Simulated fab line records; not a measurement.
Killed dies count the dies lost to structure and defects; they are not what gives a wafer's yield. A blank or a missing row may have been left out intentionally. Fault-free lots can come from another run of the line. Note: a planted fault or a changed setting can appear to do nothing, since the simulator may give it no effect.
fab line records	flow sky130	part 1 of 2: steps 1 to 28 of 37
record lots=5	wafers=15	last_day=49
route steps=708 shown LOCAL_INTERCONNECT@395 CONTACT@406
lots that met no fault: from a run of the same line without faults
start_h: the number of hours between the record's first day and the start of the first shown wafer of the lot	wait_h: hours from the lot's prior step to this one	" repeats the value in the row above	L1.1+2: several wafers, shown together as one row	- either no value or no given start	* or withheld: withheld	< > ~ a bound
route shown NAME@n: NAME is a module with steps in the file, n the number in the route of the first one	usual: mean/standard deviation of fault-free wafers	same: alike in all rows	chamber/n: place in a boat	sites: each site's reading	_std_site: the values' standard deviation	_edge_site: outer sites' mean less inner sites'	radius_mm: for every site, how far away it sits from the centre of the wafer	mask NAME#n: copy n	behind: the last tool/chamber to shape the wafer	hold: reason for holding the lot/hours on hold/outcome of the hold	device: transistor that didn't switch, given as n, p or np	end of line: at the end of the route, the tests of the same wafers	a step with no rows: only its recipe	killed: the dies lost at the first sort to structure and to defects; this is not the yield of the wafer	map: shows each die of a wafer: x if killed, . if not, _ if none is there
set.NAME: the setting that was run; set.NAME@STEP: the one run at that earlier step	model.NAME: the simulator's own value behind a step, which no gauge read
lots at selected steps of the route; one table per step, one row per wafer
services: a tool's chamber out of use, with start hour (start_h, from the record's first day; less than 0 if before it), hours out, and reason
## steps
# step SKY_LOCAL_INTERCONNECT_EXPOSE_08
# recipe mask_id=LI1M	na=0.8	source_shape=annular	sigma_inner=0.55	sigma_outer=0.85	target_cd_nm=170	dose_mj=28
lot.wafer	tool	chamber	start_h	wait_h	mask
L074.2+3+6	krf_scanner-02	0	-	-	LI1M#0
L077.2+3+5	krf_scanner-02	0	-	-	LI1M#0
L083.2+4+6	krf_scanner-02	0	-	-	LI1M#0
L085.1+3+6	krf_scanner-02	0	-	-	LI1M#0
L091.3+4+6	krf_scanner-02	0	-	-	LI1M#0
# step SKY_LOCAL_INTERCONNECT_PEB_09
# recipe peb_temp_c=withheld	peb_time_s=withheld	resist=KrF-thick
lot.wafer	tool	chamber	start_h	wait_h
L074.2+3+6	litho_track-04	0	-	-
L077.2+3+5	litho_track-04	0	-	-
L083.2+4+6	litho_track-01	0	-	-
L085.1+3+6	litho_track-03	0	-	-
L091.3+4+6	litho_track-01	0	-	-
# step SKY_LOCAL_INTERCONNECT_DEVELOP_10
# recipe develop_time_s=60	resist=KrF-thick	dev_temp_c=21
lot.wafer	tool	chamber	start_h	wait_h
L074.2+3+6	litho_track-04	0	-	-
L077.2+3+5	litho_track-04	0	-	-
L083.2+4+6	litho_track-01	0	-	-
L085.1+3+6	litho_track-03	0	-	-
L091.3+4+6	litho_track-01	0	-	-
# step SKY_LOCAL_INTERCONNECT_CD_MEAS_11
# recipe target_cd_nm=170
# usual cd_nm=169.7/1.6
lot.wafer	tool	chamber	start_h	wait_h	cd_nm
L074.2	cd_sem-01	-	705.90	-	168.7
L074.3	"	-	"	"	168.9
L074.6	"	-	"	"	168.8
L077.2	cd_sem-02	-	729.45	-	168.7
L077.3	"	-	"	"	168.3
L077.5	"	-	"	"	169.8
L083.2	cd_sem-01	-	778.02	-	166.0
L083.4	"	-	"	"	166.1
L083.6	"	-	"	"	164.6
L085.1	cd_sem-02	-	791.18	-	171.4
L085.3	"	-	"	"	170.5
L085.6	"	-	"	"	173.1
L091.3	cd_sem-01	-	841.34	-	169.3
L091.4	"	-	"	"	170.6
L091.6	"	-	"	"	170.2
# step SKY_LOCAL_INTERCONNECT_OVL_MEAS_12
# usual LOCAL_INTERCONNECT_OVL=0/5.2
lot.wafer	tool	chamber	start_h	wait_h	LOCAL_INTERCONNECT_OVL[nm]
L074.2	overlay-02	-	706.01	0.1	-8
L074.3	"	-	"	"	-4
L074.6	"	-	"	"	-12
L077.2	overlay-02	-	729.56	0.1	-3
L077.3	"	-	"	"	2
L077.5	"	-	"	"	7
L083.2	overlay-01	-	778.13	0.1	1
L083.4	"	-	"	"	-6
L083.6	"	-	"	"	0
L085.1	overlay-02	-	791.30	0.1	1
L085.3	"	-	"	"	2
L085.6	"	-	"	"	-4
L091.3	overlay-02	-	841.43	0.1	-2
L091.4	"	-	"	"	4
L091.6	"	-	"	"	4
# step SKY_LOCAL_INTERCONNECT_ETCH_13
# recipe chemistry=N2/H2	target=BARC	ion_energy_ev=200	bias_w=100	pressure_mtorr=30	n2_flow_sccm=100	h2_flow_sccm=200	icp_w=500	stop_on=SiO2	time_s=45.9	target_depth_a=600
# usual drypump_motor_current_A=5.7/0.3	oes_product_au=0.855/0.0048	rf_fwd_power_W=495.4/2.2	throttle_valve_pct=13.225/0.0084
lot.wafer	tool	chamber	start_h	wait_h	drypump_motor_current_A	oes_product_au	rf_fwd_power_W	rf_hours_counter_h	throttle_valve_pct
L074.2	rie_metal-03	1	706.04	0.0	5.8	0.856	496.0	8	13.224
L074.3	"	0	"	"	5.9	0.860	496.6	-	13.212
L074.6	"	0	"	"	5.9	0.859	497.0	-	13.233
L077.2	rie_metal-03	0	729.59	0.0	5.8	0.862	500.5	12	13.223
L077.3	"	0	"	"	5.9	0.848	497.4	-	13.233
L077.5	"	1	"	"	5.8	0.856	498.0	-	13.217
L083.2	rie_metal-03	1	778.16	0.0	5.8	0.851	497.0	10	13.218
L083.4	"	0	"	"	5.8	0.851	498.8	-	13.222
L083.6	"	1	"	"	5.8	0.849	494.6	-	13.226
L085.1	rie_metal-01	0	791.34	0.0	5.9	0.854	496.3	1	13.232
L085.3	"	0	"	"	5.9	0.854	495.3	-	13.224
L085.6	"	0	"	"	5.9	0.864	497.8	-	13.231
L091.3	rie_metal-04	1	841.48	0.0	5.2	0.856	493.8	-	13.214
L091.4	"	0	"	"	6.0	0.847	495.7	-	13.229
L091.6	"	0	"	"	6.0	0.847	494.8	-	13.231
# step SKY_LOCAL_INTERCONNECT_METAL_ETCH_14
# recipe target_depth_nm=110	stop_on=PSG	chemistry=Cl2/BCl3	target=TiN	resist_sidewall_deg=88	pressure_mtorr=10	icp_w=900	bias_w=48.5	Cl2_flow_sccm=60	bcl3_flow_sccm=30	time_s=31.4
# usual drypump_motor_current_A=5.7/0.3	oes_product_au=0.940/0.0065	rf_fwd_power_W=890/5.2	throttle_valve_pct=21.901/0.0096
lot.wafer	tool	chamber	start_h	wait_h	drypump_motor_current_A	oes_product_au	rf_fwd_power_W	rf_hours_counter_h	throttle_valve_pct
L074.2	rie_metal-03	1	706.10	0.0	5.8	0.936	887	8	21.892
L074.3	"	0	"	"	5.9	0.939	892	-	21.901
L074.6	"	0	"	"	5.9	0.933	891	-	21.894
L077.2	rie_metal-03	0	729.65	0.0	5.9	0.952	893	12	21.878
L077.3	"	0	"	"	5.9	0.940	894	-	21.869
L077.5	"	1	"	"	5.8	0.955	890	-	21.902
L083.2	rie_metal-03	1	778.22	0.0	5.8	0.942	895	10	21.896
L083.4	"	0	"	"	5.8	0.930	896	-	21.914
L083.6	"	1	"	"	5.8	0.945	895	-	21.888
L085.1	rie_metal-01	0	791.40	0.0	5.9	0.936	892	1	21.917
L085.3	"	0	"	"	5.9	0.942	893	-	21.892
L085.6	"	0	"	"	5.9	0.951	892	-	21.901
L091.3	rie_metal-04	1	841.54	0.0	5.2	0.944	886	-	21.886
L091.4	"	0	"	"	6.0	0.939	892	-	21.889
L091.6	"	0	"	"	6.0	0.941	891	-	21.911
# step SKY_LOCAL_INTERCONNECT_STRIP_15
# recipe chemistry=O2/N2	power_w=1400	pressure_mtorr=1500	platen_temp_c=withheld	o2_flow_sccm=3000	n2_flow_sccm=300	overash_fraction=0.5
# usual drypump_motor_current_A=5.8/0.47	oes_product_au=0.428/0.0047	strip_time_to_endpoint_s=4.729/0.018
lot.wafer	tool	chamber	start_h	wait_h	drypump_motor_current_A	oes_product_au	rf_hours_counter_h	strip_time_to_endpoint_s
L074.2	plasma_asher-01	0	706.15	0.0	5.2	0.422	56	4.729
L074.3	"	0	"	"	5.2	0.427	-	4.704
L074.6	"	0	"	"	5.2	0.434	-	4.714
L077.2	plasma_asher-01	1	729.70	0.0	5.3	0.423	58	4.743
L077.3	"	1	"	"	5.4	0.432	-	4.750
L077.5	"	0	"	"	5.2	0.435	-	4.759
L083.2	plasma_asher-03	1	778.27	0.0	5.9	0.433	4	4.723
L083.4	"	1	"	"	5.9	0.427	-	4.705
L083.6	"	0	"	"	6.5	0.420	-	4.738
L085.1	plasma_asher-03	1	791.45	0.0	5.9	0.425	5	4.764
L085.3	"	1	"	"	5.9	0.427	-	4.772
L085.6	"	1	"	"	5.9	0.428	-	4.739
L091.3	plasma_asher-03	1	841.61	0.1	5.9	0.421	-	4.701
L091.4	"	0	"	"	6.6	0.430	-	4.681
L091.6	"	0	"	"	6.5	0.429	-	4.700
# step SKY_LOCAL_INTERCONNECT_STRIP_16
# recipe chemistry=post_etch_residue_remover	time_s=1200	temp_c=72.5
# usual temp_c=72.51/0.11
lot.wafer	tool	chamber	start_h	wait_h	temp_c
L074.2	wet_bench-01	2	706.25	0.1	72.70
L074.3	"	2	"	"	72.56
L074.6	"	2	"	"	72.63
L077.2	wet_bench-04	0	729.80	0.1	72.50
L077.3	"	0	"	"	72.32
L077.5	"	0	"	"	72.49
L083.2	wet_bench-01	0	778.37	0.1	72.55
L083.4	"	0	"	"	72.25
L083.6	"	0	"	"	72.48
L085.1	wet_bench-04	1	791.55	0.1	72.47
L085.3	"	1	"	"	72.44
L085.6	"	1	"	"	72.51
L091.3	wet_bench-03	3	841.67	0.0	72.58
L091.4	"	3	"	"	72.37
L091.6	"	3	"	"	72.44
# step SKY_LOCAL_INTERCONNECT_CLEAN_17
# recipe chemistry=IPA	time_s=180	temp_c=25
# usual temp_c=25.03/0.098
lot.wafer	tool	chamber	start_h	wait_h	temp_c
L074.2	wet_bench-03	3	706.63	0.0	25.13
L074.3	"	3	"	"	24.96
L074.6	"	3	"	"	25.29
L077.2	wet_bench-01	1	730.15	0.0	25.06
L077.3	"	1	"	"	24.91
L077.5	"	1	"	"	25.11
L083.2	wet_bench-04	1	778.71	0.0	24.99
L083.4	"	1	"	"	25.03
L083.6	"	1	"	"	25.04
L085.1	wet_bench-01	2	791.93	0.0	24.84
L085.3	"	2	"	"	25.12
L085.6	"	2	"	"	25.05
L091.3	wet_bench-01	1	842.01	0.0	25.01
L091.4	"	1	"	"	25.02
L091.6	"	1	"	"	24.93
# step SKY_LOCAL_INTERCONNECT_CLEAN_18
# recipe chemistry=O3/DIW	dry=n2_spin
lot.wafer	tool	chamber	start_h	wait_h
L074.2+3+6	wet_bench-04	0	706.69	0.0
L077.2+3+5	wet_bench-03	0	730.21	0.0
L083.2+4+6	wet_bench-01	1	778.77	0.0
L085.1+3+6	wet_bench-03	1	791.98	0.0
L091.3+4+6	wet_bench-03	0	842.08	0.0
# step SKY_CONTACT_CVD_00
# recipe material=Si3N4	target_thk_nm=75	temp_c=400	time_s=withheld	rf_w=450
# usual heater_power_w=691/86	rf_fwd_power_W=445.0/2.1
lot.wafer	tool	chamber	start_h	wait_h	heater_power_w	rf_fwd_power_W
L074.2	pecvd-02	1	706.79	0.0	784	445.7
L074.3	"	0	"	"	749	440.6
L074.6	"	2	"	"	730	445.3
L077.2	pecvd-03	1	730.30	0.0	583	441.2
L077.3	"	0	"	"	787	446.5
L077.5	"	2	"	"	589	448.8
L083.2	pecvd-03	1	778.86	0.0	658	443.5
L083.4	"	2	"	"	607	445.9
L083.6	"	1	"	"	698	443.8
L085.1	pecvd-02	2	792.09	0.0	612	443.3
L085.3	"	1	"	"	744	446.8
L085.6	"	1	"	"	739	447.9
L091.3	pecvd-03	2	842.19	0.0	662	447.9
L091.4	"	0	"	"	828	444.4
L091.6	"	2	"	"	663	446.6
# step SKY_CONTACT_THK_MEAS_01
# recipe reads=Si3N4_of_CONTACT_CVD_00
# usual CONTACT_CVD_00_THK=74.9/0.85
lot.wafer	tool	chamber	start_h	wait_h	CONTACT_CVD_00_THK[nm]
L074.2	film_metro-01	-	706.83	-	73.8
L074.3	"	-	"	"	74.4
L074.6	"	-	"	"	75.7
L077.2	film_metro-01	-	730.35	-	75.2
L077.3	"	-	"	"	75.1
L077.5	"	-	"	"	76.1
L083.2	film_metro-04	-	778.91	-	73.6
L083.4	"	-	"	"	75.8
L083.6	"	-	"	"	75.6
L085.1	film_metro-02	-	792.13	-	74.2
L085.3	"	-	"	"	74.1
L085.6	"	-	"	"	74.0
L091.3	film_metro-04	-	842.24	-	74.7
L091.4	"	-	"	"	74.2
L091.6	"	-	"	"	76.2
# step SKY_CONTACT_HDPCVD_02
# recipe material=SiO2	target_thk_nm=565	sigma_open_frac=0.3	time_s=94.2	temp_c=600	sih4_flow_sccm=60	pressure_mtorr=6
lot.wafer	tool	chamber	start_h	wait_h
L074.2+3+6	hdpcvd-02	2,1,0	706.88	0.0
L077.2+3+5	hdpcvd-02	2,0,1	730.40	0.0
L083.2+4+6	hdpcvd-02	1,1,0	778.96	0.0
L085.1+3+6	hdpcvd-02	1,2,2	792.19	0.1
L091.3+4+6	hdpcvd-01	1,0,1	842.28	0.0
# step SKY_CONTACT_THK_MEAS_03
# recipe reads=SiO2_of_CONTACT_HDPCVD_02
# usual CONTACT_HDPCVD_THK=566/5.1
lot.wafer	tool	chamber	start_h	wait_h	CONTACT_HDPCVD_THK[nm]
L074.2	film_metro-02	-	706.96	0.0	563
L074.3	"	-	"	"	571
L074.6	"	-	"	"	566
L077.2	film_metro-02	-	730.47	0.0	554
L077.3	"	-	"	"	557
L077.5	"	-	"	"	557
L083.2	film_metro-02	-	779.04	0.0	568
L083.4	"	-	"	"	565
L083.6	"	-	"	"	566
L085.1	film_metro-01	-	792.29	0.1	565
L085.3	"	-	"	"	566
L085.6	"	-	"	"	564
L091.3	film_metro-02	-	842.37	0.1	570
L091.4	"	-	"	"	562
L091.6	"	-	"	"	570
# step SKY_CONTACT_CMP_04
# recipe material=SiO2	down_force_psi=4	platen_rpm=60	pad_velocity_m_s=0.94248
# usual head_pressure_psi=4.000/0.0081	motor_current_A=11.7/1.1	platen_rpm=60.00/0.037	time_to_endpoint_s=84/3.6
lot.wafer	tool	chamber	start_h	wait_h	head_pressure_psi	motor_current_A	platen_rpm	time_to_endpoint_s
L074.2	cmp-01	0	707.01	0.0	4.009	11.1	59.96	78
L074.3	"	2	"	"	3.991	11.3	59.97	81
L074.6	"	0	"	"	4.005	11.3	59.96	78
L077.3	cmp-01	1	730.57	0.1	4.002	10.7	60.03	82
L077.2	"	3	"	"	4.003	14.0	59.98	80
L077.5	"	1	"	"	4.013	10.0	60.04	81
L083.4	cmp-01	0	779.09	0.0	3.999	10.8	59.95	77
L083.2	"	2	"	"	3.990	10.9	59.97	82
L083.6	"	0	"	"	4.006	12.2	59.95	82
L085.3	cmp-02	3	792.40	0.1	3.999	13.0	59.96	83
L085.1	"	0	"	"	4.009	9.9	60.04	84
L085.6	"	2	"	"	4.016	11.8	60.01	81
L091.3	cmp-01	3	842.58	0.2	3.997	13.3	59.97	85
L091.4	"	1	"	"	3.998	10.5	59.96	80
L091.6	"	2	"	"	3.990	11.6	60.03	83
# step SKY_CONTACT_BOW_MEAS_05
# recipe mode=bow
# usual CONTACT_BOW=82/7.6
lot.wafer	tool	chamber	start_h	wait_h	CONTACT_BOW[um]
L074.2	film_metro-01	-	707.33	0.3	67
L074.3	"	-	"	"	78
L074.6	"	-	"	"	90
L077.2	film_metro-02	-	730.84	0.1	69
L077.3	"	-	"	"	87
L077.5	"	-	"	"	78
L083.2	film_metro-01	-	779.41	0.2	70
L083.4	"	-	"	"	88
L083.6	"	-	"	"	84
L085.1	film_metro-02	-	792.65	0.1	86
L085.3	"	-	"	"	81
L085.6	"	-	"	"	93
L091.3	film_metro-01	-	842.87	0.2	96
L091.4	"	-	"	"	93
L091.6	"	-	"	"	88
# step SKY_CONTACT_DEHYDRATE_06
# recipe temp_c=200	time_s=60
lot.wafer	tool	chamber	start_h	wait_h
L074.2+3+6	litho_track-02	0	720.96	13.6
L077.2+3+5	litho_track-02	0	744.01	13.1
L083.2+4+6	litho_track-02	0	791.96	12.5
L085.1+3+6	litho_track-02	0	804.99	12.3
L091.3+4+6	litho_track-04	0	854.58	11.7
# step SKY_CONTACT_HMDS_07
# recipe prime_time_s=60	prime_temp_c=120
lot.wafer	tool	chamber	start_h	wait_h
L074.2+3+6	litho_track-02	0	721.11	0.1
L077.2+3+5	litho_track-02	0	744.16	0.1
L083.2+4+6	litho_track-02	0	792.11	0.1
L085.1+3+6	litho_track-02	0	805.14	0.1
L091.3+4+6	litho_track-04	0	854.73	0.1
# step SKY_CONTACT_COAT_08
# recipe resist=BARC	temp_c=withheld	time_s=withheld	spin_rpm=3000	resist_thk_nm=60
lot.wafer	tool	chamber	start_h	wait_h
L074.2+3+6	litho_track-02	0	721.26	0.1
L077.2+3+5	litho_track-02	0	744.31	0.1
L083.2+4+6	litho_track-02	0	792.26	0.1
L085.1+3+6	litho_track-02	0	805.29	0.1
L091.3+4+6	litho_track-04	0	854.88	0.1
# step SKY_CONTACT_COAT_09
# recipe resist=KrF-thick	spin_rpm=3000	resist_thk_nm=450
lot.wafer	tool	chamber	start_h	wait_h
L074.2+3+6	litho_track-02	0	-	-
L077.2+3+5	litho_track-02	0	-	-
L083.2+4+6	litho_track-02	0	-	-
L085.1+3+6	litho_track-02	0	-	-
L091.3+4+6	litho_track-04	0	-	-
# step SKY_CONTACT_SOFTBAKE_10
# recipe temp_c=100	time_s=90	resist=KrF-thick
lot.wafer	tool	chamber	start_h	wait_h
L074.2+3+6	litho_track-02	0	-	-
L077.2+3+5	litho_track-02	0	-	-
L083.2+4+6	litho_track-02	0	-	-
L085.1+3+6	litho_track-02	0	-	-
L091.3+4+6	litho_track-04	0	-	-
# step SKY_CONTACT_EXPOSE_11
# recipe mask_id=CTM1	na=0.8	source_shape=annular	sigma_inner=0.55	sigma_outer=0.85	target_cd_nm=170	dose_mj=38
lot.wafer	tool	chamber	start_h	wait_h	mask
L074.2+3+6	krf_scanner-02	0	-	-	CTM1#0
L077.2+3+5	krf_scanner-02	0	-	-	CTM1#0
L083.2+4+6	krf_scanner-01	0	-	-	CTM1#0
L085.1+3+6	krf_scanner-02	0	-	-	CTM1#0
L091.3+4+6	krf_scanner-01	0	-	-	CTM1#0
# step SKY_CONTACT_PEB_12
# recipe peb_temp_c=withheld	peb_time_s=withheld	resist=KrF-thick
lot.wafer	tool	chamber	start_h	wait_h
L074.2+3+6	litho_track-03	0	-	-
L077.2+3+5	litho_track-02	0	-	-
L083.2+4+6	litho_track-04	0	-	-
L085.1+3+6	litho_track-04	0	-	-
L091.3+4+6	litho_track-03	0	-	-
# step SKY_CONTACT_DEVELOP_13
# recipe develop_time_s=60	resist=KrF-thick	dev_temp_c=21
lot.wafer	tool	chamber	start_h	wait_h
L074.2+3+6	litho_track-03	0	-	-
L077.2+3+5	litho_track-02	0	-	-
L083.2+4+6	litho_track-04	0	-	-
L085.1+3+6	litho_track-04	0	-	-
L091.3+4+6	litho_track-03	0	-	-
# step SKY_CONTACT_CD_MEAS_14
# recipe target_cd_nm=170
# usual cd_nm=170.4/1.7
lot.wafer	tool	chamber	start_h	wait_h	cd_nm
L074.2	cd_sem-01	-	735.50	-	171.7
L074.3	"	-	"	"	171.0
L074.6	"	-	"	"	170.2
L077.2	cd_sem-02	-	758.46	-	168.6
L077.3	"	-	"	"	168.6
L077.5	"	-	"	"	168.2
L083.2	cd_sem-02	-	805.75	-	171.1
L083.4	"	-	"	"	170.3
L083.6	"	-	"	"	171.9
L085.1	cd_sem-02	-	819.13	-	171.0
L085.3	"	-	"	"	170.0
L085.6	"	-	"	"	170.2
L091.3	cd_sem-01	-	869.07	-	169.1
L091.4	"	-	"	"	168.8
L091.6	"	-	"	"	168.9
# step SKY_CONTACT_OVL_MEAS_15
# usual CONTACT_OVL=0/5.4
lot.wafer	tool	chamber	start_h	wait_h	CONTACT_OVL[nm]
L074.2	overlay-02	-	735.61	0.1	-6
L074.3	"	-	"	"	1
L074.6	"	-	"	"	-1
L077.2	overlay-02	-	758.56	0.1	7
L077.3	"	-	"	"	8
L077.5	"	-	"	"	4
L083.2	overlay-02	-	805.86	0.1	1
L083.4	"	-	"	"	4
L083.6	"	-	"	"	4
L085.1	overlay-01	-	819.25	0.1	-1
L085.3	"	-	"	"	1
L085.6	"	-	"	"	-1
L091.3	overlay-02	-	869.17	0.1	4
L091.4	"	-	"	"	-5
L091.6	"	-	"	"	3
# step SKY_CONTACT_ETCH_16
# recipe chemistry=N2/H2	target=BARC	ion_energy_ev=200	source_w=500	bias_w=100	pressure_mtorr=30	n2_flow_sccm=100	h2_flow_sccm=200	stop_on=SiO2	time_s=45.9	target_depth_a=600
# usual drypump_motor_current_A=5.6/0.52	oes_product_au=0.854/0.0048	rf_fwd_power_W=495.0/2.1	throttle_valve_pct=13.223/0.01
lot.wafer	tool	chamber	start_h	wait_h	drypump_motor_current_A	oes_product_au	rf_fwd_power_W	rf_hours_counter_h	throttle_valve_pct
L074.2	rie_diel-03	3	735.64	0.0	4.8	0.851	494.3	15	13.225
L074.3	"	1	"	"	5.8	0.858	494.4	9	13.209
L074.6	"	3	"	"	4.8	0.852	492.9	-	13.221
L077.2	rie_diel-03	3	758.59	0.0	4.8	0.854	493.8	16	13.230
L077.3	"	0	"	"	6.1	0.862	495.7	7	13.224
L077.5	"	1	"	"	5.8	0.843	494.5	-	13.211
L083.2	rie_diel-02	0	805.89	0.0	5.5	0.856	492.1	7	13.204
L083.4	"	2	"	"	5.7	0.853	495.4	16	13.238
L083.6	"	3	"	"	6.2	0.855	495.9	-	13.228
L085.1	rie_diel-03	2	819.29	0.0	5.8	0.857	497.0	3	13.228
L085.3	"	3	"	"	4.8	0.857	496.1	18	13.231
L085.6	"	2	"	"	5.7	0.846	496.9	-	13.214
L091.3	rie_diel-01	3	869.19	0.0	5.8	0.855	497.1	10	13.238
L091.4	"	1	"	"	6.4	0.851	496.3	26	13.212
L091.6	"	0	"	"	4.9	0.858	488.1	-	13.214
